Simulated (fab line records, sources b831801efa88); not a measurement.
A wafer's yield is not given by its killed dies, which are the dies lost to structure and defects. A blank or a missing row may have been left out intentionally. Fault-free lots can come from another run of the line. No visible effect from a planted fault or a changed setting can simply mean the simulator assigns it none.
Problem report in the 8D (eight disciplines) form, filled by code :: flow sky130 :: the parts of the form that need people (team, actions taken, sign-off) are left out

## 1. PROBLEM STATEMENT
Across 6 wafers from 2 lots, PWDE_TW at SKY_PWDE_TW_MEAS_10 averages 400.1, while fault-free wafers read 376.3 with a standard deviation of 2.4. That is +9.9 standard deviations from the usual mean.
The first sign was on wafer L688.1 at day 7 03:51, on film metro-04. Wafers with a number at this step in the record: 33, from 11 lots. The rule behind "out" and "out of limits": a value lying over 4 standard deviations away from the usual mean. The other wafers with a number count as sound.

## 2. WHAT IT IS, WHAT IT ISN'T
question: which readings at this step
is: PWDE_TW
is not: -

question: which lots
is: L688, L692
is not: L674, L677, L678, L679, L682, L683, L684, L686, L697

question: which wafers of those lots
is: all that have a number
is not: -

question: read on which gauges
is: film metro-04
is not: film metro-01, film metro-02

question: when
is: from day 7 03:51
is not: up to then (24 sound wafers); but 3 sound wafers of L697 came after

## 3. WHAT RULES OUT EACH SUSPECT
Counting: a tool at a process step up to the reading stays a suspect if it ran every lot that is out and no sound lot after the first of them.
- the gauge at SKY_PWDE_TW_MEAS_10 is ruled out. All the wafers that are out were read on film metro-04, but those of them that SKY_PWDE_IMPLANT_08 has rows for are out there too, on other tools.
- cmp-02 at SKY_FIELD_ISO_CMP_27 (polishes, stops on Si3N4, t overpolish 16 s, target thk 457.8 nm): kept. All lots that are out passed through it, beginning with L688 at day 5 11:02, and no sound lot followed; its final sound lot before that point was L686 at day 5 02:54.
- implanter-01 at SKY_PWDE_IMPLANT_08: kept. All lots that are out passed through it, beginning with L688 at day 7 03:36, and no sound lot followed; its final sound lot before that point was L686 at day 6 20:00. Out on those wafers are its own readings of beam on s, end station pressure torr, faraday current uA.
After counting, cmp-02 at SKY_FIELD_ISO_CMP_27 and implanter-01 at SKY_PWDE_IMPLANT_08 remain.

## 4. THE CAUSE (what the simulator had put in)
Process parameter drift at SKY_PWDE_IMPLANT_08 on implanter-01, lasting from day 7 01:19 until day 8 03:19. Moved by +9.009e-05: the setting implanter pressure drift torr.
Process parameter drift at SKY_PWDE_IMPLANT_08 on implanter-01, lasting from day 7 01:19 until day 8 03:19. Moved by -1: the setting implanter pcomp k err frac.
After counting, 2 suspects remain, this tool included.

## 5. THE EFFECT CHAIN, in route order
Each row: a reading whose mean over the struck wafers that have a number lies more than 3 standard deviations from the usual. Readings are gone through only where the record gives a usual standard deviation; hours: the median, over the lots, of the time from a lot's start at the first step in this table giving one to that lot's start at this step; sigmas: the change measured in usual standard deviations.
hours: 0
step: SKY_PWDE_IMPLANT_08
reading: beam on s
usual: 10.01 s
on struck wafers: 12.28
change: +2.27
sigmas: +11

hours: 0
step: SKY_PWDE_IMPLANT_08
reading: end station pressure torr
usual: 5.02e-06 Torr
on struck wafers: 9.84e-05
change: +9.34e-05
sigmas: +99 or more

hours: 0
step: SKY_PWDE_IMPLANT_08
reading: faraday current uA
usual: 20.3
on struck wafers: 16.7
change: -3.6
sigmas: -8.5

hours: 0
step: SKY_PWDE_TW_MEAS_10
reading: PWDE_TW
usual: 376.3
on struck wafers: 400.1
change: +23.8
sigmas: +9.9

hours: 44
step: SKY_NWELL_RS_MEAS_31
reading: PWDE_RS
usual: 5274 ohm/sq
on struck wafers: 4523
change: -751
sigmas: -42
Process steps it contains:
- SKY_PWDE_IMPLANT_08
Later measuring or inspecting steps at which every struck wafer that the step has a row for has a number for every such reading, and none has moved that far: SKY_NWELL_TW_MEAS_26.

## 6. HOW IT WOULD HAVE BEEN CAUGHT EARLIER
3 hours passed between the start of the fault at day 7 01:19 and the first reading out of limits at a measuring or inspecting step in this record, taken at day 7 03:51.
Tool's own readings at SKY_PWDE_IMPLANT_08, beam on s, end station pressure torr, faraday current uA: out on all struck wafers the step has rows for; an alarm limit on them would have tripped on the first.
Lots out: 2; of these, L692 started SKY_PWDE_IMPLANT_08 on implanter-01 after day 7 03:51. A tool hold placed at that time would have kept it from harm.
